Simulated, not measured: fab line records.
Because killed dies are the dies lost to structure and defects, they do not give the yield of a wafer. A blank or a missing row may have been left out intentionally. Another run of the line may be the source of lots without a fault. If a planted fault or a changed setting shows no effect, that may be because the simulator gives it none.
What tool caused it?	flow gf180mcu	11 lots with 33 wafers sampled at 4 steps, on a route of 602 steps

== WHAT EACH GAUGE READ, for each wafer ==
GF_V4_RS_MEAS_24: measurement is done with a four-point probe.
lot	measured	on	V4_W_RS (ohm/sq)
L449	day 23 23:20	film metro-01	0.3341 0.3282 0.3299
L451	day 25 19:40	film metro-03	0.3287 0.3210 0.3260
L452	day 25 20:41	film metro-04	0.3257 0.1976 0.1964
L453	day 26 09:55	film metro-04	0.3272 0.3276 0.1958
L462	day 28 19:35	film metro-01	0.3294 0.3300 0.3344
L463	day 29 10:44	film metro-01	0.3278 0.3281 0.3262
L464	day 29 19:05	film metro-04	0.3256 0.3285 0.3238
L467	day 30 11:34	film metro-01	0.3226 0.3250 0.3257
L468	day 30 12:55	film metro-03	0.3282 0.3271 0.3287
L469	day 30 18:22	film metro-03	0.3263 0.3225 0.3216
L470	day 31 03:20	film metro-03	0.3228 0.3249 0.3249

== WHAT TOOL EACH LOT RAN ON (gives the tool, then ch and the chambers of the sampled wafers, and finally the start) ==
lot	GF_M4_METAL_ETCH_16	GF_V4_CVD_02	GF_V4_CVD_23
L449	rie metal-01 ch 0,1, day 22 22:44	pecvd-01 ch 0,1, day 22 23:32	cvd w-01 ch 0,1, day 23 23:13
L451	rie metal-02 ch 0,1, day 24 20:03	pecvd-03 ch 0,1,2, day 24 20:50	cvd w-02 ch 0, day 25 19:26
L452	rie metal-03 ch 1, day 24 21:00	pecvd-03 ch 1,2, day 24 21:52	cvd w-02 ch 0, day 25 20:28
L453	rie metal-03 ch 0,1, day 25 11:14	pecvd-01 ch 0,2, day 25 12:02	cvd w-02 ch 0,1, day 26 09:48
L462	rie metal-02 ch 0,1, day 27 22:08	pecvd-03 ch 0,1,2, day 27 23:00	cvd w-01 ch 0,1, day 28 19:27
L463	rie metal-03 ch 1, day 28 13:05	pecvd-01 ch 1,2, day 28 13:52	cvd w-02 ch 1, day 29 10:37
L464	rie metal-03 ch 0,1, day 28 21:20	pecvd-03 ch 0,1, day 28 22:07	cvd w-01 ch 0,1, day 29 18:58
L467	rie metal-03 ch 0,1, day 29 14:41	pecvd-01 ch 0,1,2, day 29 15:28	cvd w-02 ch 0,1, day 30 11:26
L468	rie metal-01 ch 0,1, day 29 16:08	pecvd-04 ch 0,1, day 29 16:56	cvd w-02 ch 0,1, day 30 12:49
L469	rie metal-03 ch 0,1, day 29 21:35	pecvd-01 ch 0,1, day 29 22:26	cvd w-02 ch 0,1, day 30 18:15
L470	rie metal-03 ch 0,1, day 30 06:05	pecvd-03 ch 0,1,2, day 30 06:53	cvd w-02 ch 1, day 31 03:12
- GF_M4_METAL_ETCH_16: etches the open film in Cl2/BCl3, stops on SiO2, target depth 750.8 nm, time 125.1 s.
- GF_V4_CVD_02: deposits SiO2 from TEOS, target thk 850 nm, time 94.851 s.
- GF_V4_CVD_23: deposits W, target thk 350 nm, time 104.9 s.

== THE ANSWER, worked out from the rows above alone ==
Rule: usual is defined by the lots themselves. The widest of any qualifying gaps counts: lots, ordered by their means at a reading, are off when they make up no more than a third of the lots, leave a main group of 4 or more, and stand apart from it by 3 or more times the standard deviation of that group's means. If all means in a main group match to the digits the tables above print for the reading, that group is not used. A lot without any number at a reading at which 4 lots or more have one is off too. Any other lot the step has rows for is counted as sound.
Off: at GF_V4_RS_MEAS_24 (V4_W_RS), L452, L453. The main group has a mean of 0.3267 ohm/sq with a standard deviation of 0.0027.
A tool fits if, at a process step before that reading, it ran every lot that is off, and no sound lot after the first of them. Those tools and the gauges at GF_V4_RS_MEAS_24 are tried in the same way. No candidate that was tried fits.

== WHAT WAS PUT IN BY THE SIMULATOR ==
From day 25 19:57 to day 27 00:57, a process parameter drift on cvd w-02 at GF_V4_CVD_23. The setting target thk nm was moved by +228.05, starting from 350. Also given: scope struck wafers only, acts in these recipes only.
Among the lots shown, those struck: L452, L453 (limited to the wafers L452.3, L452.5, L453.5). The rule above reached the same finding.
